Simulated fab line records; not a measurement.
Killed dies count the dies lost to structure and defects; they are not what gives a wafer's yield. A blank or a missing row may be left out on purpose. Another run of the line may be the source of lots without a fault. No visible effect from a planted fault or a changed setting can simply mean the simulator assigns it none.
fab line records -- flow sky130
record lots=7, wafers=21, lastDay=50
route steps=708 shown VIA3@581
lots that met no fault: taken from a fault-free run of the same line
startH: the number of hours between the record's first day and the start of the first shown wafer of the lot -- waitH: how many hours have passed since the lot's step before this one -- " unchanged from the row above -- L1.1+2: a single row standing in for several wafers -- - no value, or no start was given -- * or withheld: withheld -- < > ~ a bound
route shown NAME@n: NAME is a module with steps in the file, n the number in the route of the first one -- usual: mean/standard deviation taken from wafers without a fault -- same: alike in all rows -- chamber/n: place in a boat -- sites: readings site by site -- _std_site: how widely they spread, as a standard deviation -- _edge_site: inner sites' mean taken away from outer sites' mean -- radiusMm: for every site, how far away it sits from the centre of the wafer -- mask NAME#n: copy n -- behind: the last tool/chamber to shape the wafer -- hold: what put the lot on hold/how long, in hours/how the hold closed -- device: the n, p or np transistor that did not switch -- end of line: at the end of the route, the tests of the same wafers -- a step with no rows: only its recipe -- killed: not the wafer's yield, but the dies lost to structure and defects at the first sort -- map: shows each die of a wafer: x if killed, . if not, _ if none is there
set.NAME: the setting the step ran with; set.NAME@STEP: the setting that earlier step ran with -- model.NAME: the simulator's own value behind a step, which no gauge read
lots at selected steps of the route; one table per step, one row per wafer
services: a tool's chamber out of use, with start hour (startH, from the record's first day; less than 0 if before it), hours out, and reason
## steps
# step SKY_VIA3_SOFTBAKE_08
# recipe tempC=100, timeS=90, resist=KrF-thick
# step SKY_VIA3_EXPOSE_09
# recipe maskId=VIM3, na=0.8, sourceShape=annular, sigmaInner=0.55, sigmaOuter=0.85, targetCdNm=200, doseMj=38
# step SKY_VIA3_PEB_10
# recipe pebTempC=withheld, pebTimeS=withheld, resist=KrF-thick
# step SKY_VIA3_DEVELOP_11
# recipe developTimeS=60, resist=KrF-thick, devTempC=21
# step SKY_VIA3_CD_MEAS_12
# recipe targetCdNm=200
# usual cdNm=199.7/1.4
lot.wafer,tool,chamber,startH,waitH,cdNm
L853.1,cdSem-01,-,943.59,-,198.4
L853.2,cdSem-01,-,943.59,-,198.6
L853.4,cdSem-01,-,943.59,-,198.0
L863.2,cdSem-01,-,1007.48,-,200.9
L863.5,cdSem-01,-,1007.48,-,199.5
L863.6,cdSem-01,-,1007.48,-,197.9
L869.1,cdSem-02,-,1049.74,-,200.8
L869.4,cdSem-02,-,1049.74,-,201.0
L869.6,cdSem-02,-,1049.74,-,202.0
L870.2,cdSem-02,-,1053.38,-,200.8
L870.4,cdSem-02,-,1053.38,-,199.4
L870.6,cdSem-02,-,1053.38,-,200.2
L871.1,cdSem-01,-,1063.41,-,198.3
L871.2,cdSem-01,-,1063.41,-,199.1
L871.5,cdSem-01,-,1063.41,-,198.4
L872.2,cdSem-01,-,1068.33,-,200.6
L872.3,cdSem-01,-,1068.33,-,199.2
L872.4,cdSem-01,-,1068.33,-,199.1
L875.1,cdSem-02,-,1080.71,-,199.0
L875.2,cdSem-02,-,1080.71,-,201.1
L875.4,cdSem-02,-,1080.71,-,199.1
# step SKY_VIA3_OVL_MEAS_13
# usual VIA3_OVL=-2/4.8
lot.wafer,tool,chamber,startH,waitH,VIA3_OVL[nm]
L853.1,overlay-01,-,943.71,0.1,-10
L853.2,overlay-01,-,943.71,0.1,-5
L853.4,overlay-01,-,943.71,0.1,-5
L863.2,overlay-02,-,1007.58,0.1,-2
L863.5,overlay-02,-,1007.58,0.1,-6
L863.6,overlay-02,-,1007.58,0.1,-1
L869.1,overlay-01,-,1049.86,0.1,1
L869.4,overlay-01,-,1049.86,0.1,1
L869.6,overlay-01,-,1049.86,0.1,0
L870.2,overlay-01,-,1053.48,0.1,-6
L870.4,overlay-01,-,1053.48,0.1,-5
L870.6,overlay-01,-,1053.48,0.1,1
L871.1,overlay-01,-,1063.53,0.1,0
L871.2,overlay-01,-,1063.53,0.1,-5
L871.5,overlay-01,-,1063.53,0.1,-1
L872.2,overlay-01,-,1068.43,0.1,1
L872.3,overlay-01,-,1068.43,0.1,-1
L872.4,overlay-01,-,1068.43,0.1,-2
L875.1,overlay-02,-,1080.83,0.1,8
L875.2,overlay-02,-,1080.83,0.1,5
L875.4,overlay-02,-,1080.83,0.1,7
# step SKY_VIA3_ETCH_14
# recipe chemistry=N2/H2, target=BARC, ionEnergyEv=200, sourceW=500, biasW=100, pressureMtorr=30, n2FlowSccm=100, h2FlowSccm=200, stopOn=SiO2, timeS=45.9, targetDepthA=600
# usual biasW=99.98/0.28, chamberPressureMTorr=30.004/0.027, drypumpMotorCurrentA=5.8/0.62, oesProductAu=0.855/0.0045, rfFwdPowerW=495.3/1.6, throttleValvePct=13.226/0.0087
lot.wafer,tool,chamber,startH,waitH,biasW,chamberPressureMTorr,drypumpMotorCurrentA,oesProductAu,rfFwdPowerW,rfHoursCounterH,throttleValvePct
L853.1,rieDiel-03,1,943.75,0.0,99.97,30.010,5.8,0.862,495.0,16,13.233
L853.2,rieDiel-03,0,943.75,0.0,99.52,30.021,6.5,0.852,495.8,6,13.245
L853.4,rieDiel-03,3,943.75,0.0,99.80,29.960,4.6,0.855,494.7,2,13.238
L863.2,rieDiel-04,0,1007.61,0.0,100.10,30.007,5.6,0.851,493.4,20,13.242
L863.5,rieDiel-04,0,1007.61,0.0,100.22,29.976,5.6,0.858,494.8,-,13.233
L863.6,rieDiel-04,3,1007.61,0.0,100.34,30.001,6.6,0.851,494.5,-,13.227
L869.1,rieDiel-03,3,1049.90,0.0,99.92,30.012,4.6,0.852,496.4,5,13.219
L869.4,rieDiel-03,2,1049.90,0.0,99.91,29.958,5.1,0.856,494.5,24,13.236
L869.6,rieDiel-03,3,1049.90,0.0,99.94,30.019,4.6,0.863,494.9,-,13.228
L870.2,rieDiel-04,0,1053.51,0.0,100.12,30.033,5.6,0.862,494.8,21,13.228
L870.4,rieDiel-04,3,1053.51,0.0,99.96,30.002,6.6,0.859,494.0,23,13.227
L870.6,rieDiel-04,2,1053.51,0.0,100.61,30.007,5.3,0.859,495.7,-,13.214
L871.1,rieDiel-04,3,1063.56,0.0,99.90,30.013,6.6,0.870,496.2,23,13.237
L871.2,rieDiel-04,0,1063.56,0.0,100.36,30.036,5.6,0.855,495.5,22,13.216
L871.5,rieDiel-04,3,1063.56,0.0,99.90,29.975,6.6,0.853,493.2,-,13.228
L872.2,rieDiel-01,0,1068.46,0.0,100.11,30.005,6.7,0.856,497.2,19,13.227
L872.3,rieDiel-01,1,1068.46,0.0,99.47,29.972,5.9,0.871,497.8,16,13.235
L872.4,rieDiel-01,2,1068.46,0.0,100.35,30.021,5.1,0.854,493.9,2,13.207
L875.1,rieDiel-04,2,1080.86,0.0,100.20,30.055,5.3,0.854,497.5,10,13.225
L875.2,rieDiel-04,0,1080.86,0.0,99.90,30.052,5.6,0.856,494.2,22,13.239
L875.4,rieDiel-04,1,1080.86,0.0,99.61,30.045,6.1,0.859,492.6,23,13.218
# step SKY_VIA3_ETCH_15
# recipe target=SiO2, chemistry=C4F8/O2/Ar, targetDepthNm=507, stopOn=TiN, maskMaterial=KrF-thick, sourceW=1500, biasW=1200, pressureMtorr=40, c4f8FlowSccm=withheld, O2_flow_sccm=6, Ar_flow_sccm=300, timeS=78
# usual biasW=1201/3.5, chamberPressureMTorr=40.00/0.039, oesProductAu=0.946/0.0051, rfFwdPowerW=1491/5.5
lot.wafer,tool,chamber,startH,waitH,biasW,chamberPressureMTorr,oesProductAu,rfFwdPowerW,rfHoursCounterH
L853.1,rieDiel-03,1,943.79,0.0,1200,39.99,0.946,1490,16
L853.2,rieDiel-03,0,943.79,0.0,1205,40.03,0.936,1500,6
L853.4,rieDiel-03,3,943.79,0.0,1197,39.93,0.941,1489,2
L863.2,rieDiel-04,0,1007.65,0.0,1202,40.01,0.939,1494,20
L863.5,rieDiel-04,0,1007.65,0.0,1202,40.02,0.948,1492,-
L863.6,rieDiel-04,3,1007.65,0.0,1195,40.03,0.946,1490,-
L869.1,rieDiel-03,3,1049.94,0.0,1207,39.95,0.939,1491,5
L869.4,rieDiel-03,2,1049.94,0.0,1204,40.01,0.941,1491,24
L869.6,rieDiel-03,3,1049.94,0.0,1202,40.05,0.952,1489,-
L870.2,rieDiel-04,0,1053.56,0.0,1209,40.05,0.951,1486,21
L870.4,rieDiel-04,3,1053.56,0.0,1202,40.02,0.938,1485,23
L870.6,rieDiel-04,2,1053.56,0.0,1196,40.00,0.951,1494,-
L871.1,rieDiel-04,3,1063.61,0.0,1193,40.01,0.941,1485,23
L871.2,rieDiel-04,0,1063.61,0.0,1206,39.96,0.952,1487,22
L871.5,rieDiel-04,3,1063.61,0.0,1202,40.06,0.946,1479,-
L872.2,rieDiel-01,0,1068.50,0.0,1203,40.05,0.950,1497,19
L872.3,rieDiel-01,1,1068.50,0.0,1198,39.99,0.946,1495,16
L872.4,rieDiel-01,2,1068.50,0.0,1198,39.98,0.953,1493,2
L875.1,rieDiel-04,2,1080.91,0.0,1198,39.96,0.953,1493,10
L875.2,rieDiel-04,0,1080.91,0.0,1202,40.02,0.944,1486,22
L875.4,rieDiel-04,1,1080.91,0.0,1199,39.99,0.948,1484,23
# step SKY_VIA3_STRIP_16
# recipe chemistry=O2/N2, powerW=1400, pressureMtorr=1500, platenTempC=withheld, o2FlowSccm=3000, n2FlowSccm=300, overashFraction=0.5
# usual chamberPressureMTorr=1499.9/1.4, drypumpMotorCurrentA=6.1/0.57, oesProductAu=0.402/0.0047, stripTimeToEndpointS=4.13/0.03
lot.wafer,tool,chamber,startH,waitH,chamberPressureMTorr,drypumpMotorCurrentA,oesProductAu,rfHoursCounterH,stripTimeToEndpointS
L853.1,plasmaAsher-02,1,943.85,0.0,1499.9,4.9,0.410,82,4.16
L853.2,plasmaAsher-02,0,943.85,0.0,1501.1,6.6,0.397,82,4.10
L853.4,plasmaAsher-02,1,943.85,0.0,1498.5,4.9,0.408,-,4.13
L863.2,plasmaAsher-03,0,1007.71,0.0,1500.8,6.1,0.408,120,4.15
L863.5,plasmaAsher-03,0,1007.71,0.0,1499.0,6.1,0.404,-,4.14
L863.6,plasmaAsher-03,1,1007.71,0.0,1500.7,6.3,0.403,-,4.09
L869.1,plasmaAsher-02,0,1050.00,0.0,1502.0,6.5,0.402,91,4.12
L869.4,plasmaAsher-02,0,1050.00,0.0,1498.8,6.5,0.402,-,4.16
L869.6,plasmaAsher-02,1,1050.00,0.0,1500.7,4.9,0.404,-,4.08
L870.2,plasmaAsher-04,0,1053.62,0.0,1499.3,6.5,0.399,60,4.15
L870.4,plasmaAsher-04,1,1053.62,0.0,1497.4,6.4,0.402,-,4.11
L870.6,plasmaAsher-04,0,1053.62,0.0,1499.1,6.4,0.407,-,4.14
L871.1,plasmaAsher-02,0,1063.67,0.0,1501.5,6.5,0.395,93,4.13
L871.2,plasmaAsher-02,1,1063.67,0.0,1498.7,4.8,0.403,93,4.12
L871.5,plasmaAsher-02,0,1063.67,0.0,1498.9,6.6,0.401,-,4.10
L872.2,plasmaAsher-03,1,1068.56,0.0,1500.1,6.3,0.398,0,4.09
L872.3,plasmaAsher-03,1,1068.56,0.0,1498.5,6.3,0.400,-,4.17
L872.4,plasmaAsher-03,0,1068.56,0.0,1500.3,6.1,0.398,-,4.09
L875.1,plasmaAsher-04,1,1080.97,0.0,1501.0,6.4,0.398,62,4.09
L875.2,plasmaAsher-04,0,1080.97,0.0,1502.5,6.5,0.398,62,4.11
L875.4,plasmaAsher-04,0,1080.97,0.0,1497.4,6.5,0.401,-,4.14
# step SKY_VIA3_STRIP_17
# recipe chemistry=postEtchResidueRemover, timeS=1200, tempC=72.5
# step SKY_VIA3_CLEAN_18
# recipe chemistry=IPA, timeS=180, tempC=25
# step SKY_VIA3_CLEAN_19
# recipe chemistry=O3/DIW, dry=n2Spin
# step SKY_VIA3_SPUTTER_20
# recipe material=TiN, targetThkNm=20, chamberPressurePa=5, powerW=4000, timeS=80
# usual cathodeDcPowerW=3999.9/0.67, chamberPressurePa=5.000/0.01, throttleValvePct=29.7/0.95
lot.wafer,tool,chamber,startH,waitH,cathodeDcPowerW,chamberPressurePa,throttleValvePct,model.TiN_of_VIA3_SPUTTER_20.thkNm
L853.1,pvdSputter-02,-,944.44,0.0,4000.1,5.004,28.6,20.09
L853.2,pvdSputter-02,-,944.44,0.0,3999.1,5.005,30.1,19.81
L853.4,pvdSputter-02,-,944.44,0.0,3999.6,5.002,27.6,20.18
L863.2,pvdSputter-04,-,1008.39,0.0,3999.4,5.021,30.7,19.78
L863.5,pvdSputter-04,-,1008.39,0.0,4001.2,5.005,30.4,19.71
L863.6,pvdSputter-04,-,1008.39,0.0,3999.2,5.014,29.5,20
L869.1,pvdSputter-02,-,1050.64,0.0,4259.6,5.005,30.2,21.18
L869.4,pvdSputter-02,-,1050.64,0.0,4260.1,5.011,28.3,21.4
L869.6,pvdSputter-02,-,1050.64,0.0,4259.8,5.005,30.6,21.6
L870.2,pvdSputter-02,-,1054.25,0.0,4260.4,4.996,30.4,21.37
L870.4,pvdSputter-02,-,1054.25,0.0,4259.3,5.001,30.5,21.52
L870.6,pvdSputter-02,-,1054.25,0.0,4260.2,4.985,28.8,21.78
L871.1,pvdSputter-01,-,1064.26,0.0,4001.4,4.994,30.4,20.19
L871.2,pvdSputter-01,-,1064.26,0.0,4000.0,4.989,29.7,20.05
L871.5,pvdSputter-01,-,1064.26,0.0,3999.7,5.013,29.7,20.28
L872.2,pvdSputter-02,-,1069.16,0.0,4259.8,4.995,30.2,21.33
L872.3,pvdSputter-02,-,1069.16,0.0,4259.7,4.995,27.8,21.51
L872.4,pvdSputter-02,-,1069.16,0.0,4260.2,4.999,28.2,21.41
L875.1,pvdSputter-01,-,1081.56,0.0,3999.7,4.991,30.3,19.64
L875.2,pvdSputter-01,-,1081.56,0.0,3999.2,5.027,28.4,19.43
L875.4,pvdSputter-01,-,1081.56,0.0,3998.7,4.994,29.7,19.48
# step SKY_VIA3_CVD_21
# recipe material=W, targetThkNm=390, timeS=117.31, tempC=400, pressureTorr=40
# usual heaterPowerW=884/70
lot.wafer,tool,chamber,startH,waitH,heaterPowerW
L853.1,cvdW-01,1,944.50,0.0,957
L853.2,cvdW-01,0,944.50,0.0,827
L853.4,cvdW-01,0,944.50,0.0,823
L863.2,cvdW-02,0,1008.45,0.0,917
L863.5,cvdW-02,1,1008.45,0.0,799
L863.6,cvdW-02,0,1008.45,0.0,884
L869.1,cvdW-01,1,1050.70,0.0,961
L869.4,cvdW-01,0,1050.70,0.0,808
L869.6,cvdW-01,0,1050.70,0.0,827
L870.2,cvdW-01,0,1054.31,0.0,827
L870.4,cvdW-01,1,1054.31,0.0,966
L870.6,cvdW-01,0,1054.31,0.0,805
L871.1,cvdW-01,0,1064.32,0.0,821
L871.2,cvdW-01,1,1064.32,0.0,979
L871.5,cvdW-01,1,1064.32,0.0,944
L872.2,cvdW-01,0,1069.22,0.0,799
L872.3,cvdW-01,0,1069.22,0.0,820
L872.4,cvdW-01,1,1069.22,0.0,980
L875.1,cvdW-01,0,1081.62,0.0,811
L875.2,cvdW-01,1,1081.62,0.0,971
L875.4,cvdW-01,0,1081.62,0.0,834
## services
tool,chamber,startH,hours,kind
plasmaAsher-03,-,931.66,2.8,pm
pvdSputter-01,-,938.20,8.3,repair
rieDiel-01,-,940.42,0.6,repair
pvdSputter-02,-,948.84,3.7,repair
rieDiel-01,0,949.26,4.1,repair
plasmaAsher-02,-,954.79,4.0,pm
rieDiel-01,3,959.14,-,clean
pvdSputter-02,-,977.74,13.3,repair
plasmaAsher-02,-,977.84,8.9,repair
rieDiel-03,3,982.77,10.1,repair
pvdSputter-02,-,984.20,0.8,repair
pvdSputter-01,-,989.62,0.8,repair
pvdSputter-02,-,1009.75,8.4,repair
rieDiel-04,2,1015.13,12.8,repair
rieDiel-03,2,1019.87,11.3,repair
pvdSputter-02,0,1034.92,-,consumableReplace:kit
pvdSputter-02,0,1034.92,18.0,scheduledDown
pvdSputter-02,0,1034.92,18.0,ventCycle
cvdW-02,-,1042.84,2.8,pm
pvdSputter-01,-,1050.25,10.0,repair
plasmaAsher-03,-,1055.25,9.0,pm
cvdW-01,-,1056.94,6.9,pm
plasmaAsher-04,-,1063.37,2.3,repair
rieDiel-01,2,1064.84,2.6,repair
## key
firstSign step=SKY_VIA3_SPUTTER_20, reading=cathodeDcPowerW, direction=up, sigmas=99+, usual=3999.9, struck=4259.9
effect none on later readings
modelEffect step=SKY_VIA3_SPUTTER_20, value=TiN_of_VIA3_SPUTTER_20.thkNm, without=20.16, struck=21.46
metAt SKY_VIA3_SPUTTER_20
struckWafers L869.1,L869.4,L869.6,L870.2,L870.4,L870.6,L872.2,L872.3,L872.4
onsetBetween 944.44 1050.64
fault kind=processParameterDrift, tool=pvdSputter-02, chamber=-, onsetH=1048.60, steps=SKY_VIA3_SPUTTER_20, channel=powerW, offset=*, shape=step, endH=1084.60, actsIn=*, stated=*
